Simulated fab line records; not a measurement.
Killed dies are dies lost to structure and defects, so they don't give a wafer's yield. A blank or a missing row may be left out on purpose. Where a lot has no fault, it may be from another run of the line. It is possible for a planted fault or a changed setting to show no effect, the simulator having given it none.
2 desks looking at one fault | flow sky130 | numbers are kept per desk, each desk with only its own; the story behind them comes last

== THE TOOL OWNER'S DESK: pvd-sputter-03 ==
At SKY_METAL1_SPUTTER_01 (material TiN, target thk 20 nm, time 16.7 s) the tool's own readings: per lot run on this tool, the mean of the sampled wafers that have a number. A lot is out of limits, marked OUT, if its mean lies more than 4 standard deviations from the usual mean; the brackets give that distance.
Columns: A = throttle-valve-pct at SKY_METAL1_SPUTTER_01, usual 29.7 %
lot  | first seen here | A
L246 | day 32 17:29    | 29.3
L247 | day 33 00:26    | 29.9
L251 | day 34 03:25    | 29.8
L253 | day 34 10:03    | 29.5
L259 | day 36 07:55    | 29.5
L262 | day 37 18:29    | 30.0
This desk's verdict: no lot among the 6 shows anything out of limits.

== AT THE METROLOGY DESK ==
What the gauges read for every lot (on any tool): the sampled wafers with a number, averaged. A lot is out of limits, marked OUT, if its mean lies more than 4 standard deviations from the usual mean; the brackets give that distance.
Columns: A = VIA4_W_RS at SKY_VIA4_RS_MEAS_19, usual 0.224 ohm/sq
lot  | first seen here | A
L244 | day 43 04:14    | 0.220
L246 | day 43 17:51    | 0.222
L247 | day 44 00:30    | 0.226
L248 | day 44 00:51    | 0.223
L249 | day 44 03:51    | 0.222
L251 | day 44 22:13    | 0.222
L253 | day 45 04:47    | 0.225
L259 | day 46 15:59    | 0.223
L262 | day 47 20:04    | 0.223
L263 | day 48 02:19    | 0.226
L266 | day 48 10:51    | 0.224
L267 | day 48 17:25    | 0.224
This desk's verdict: no lot among the 12 shows anything out of limits.

== TAKEN TOGETHER ==
Nothing out of limits was seen by the tool owner's desk.
Metrology desk: nothing out of limits seen.

== WHAT THE SIMULATOR PUT IN ==
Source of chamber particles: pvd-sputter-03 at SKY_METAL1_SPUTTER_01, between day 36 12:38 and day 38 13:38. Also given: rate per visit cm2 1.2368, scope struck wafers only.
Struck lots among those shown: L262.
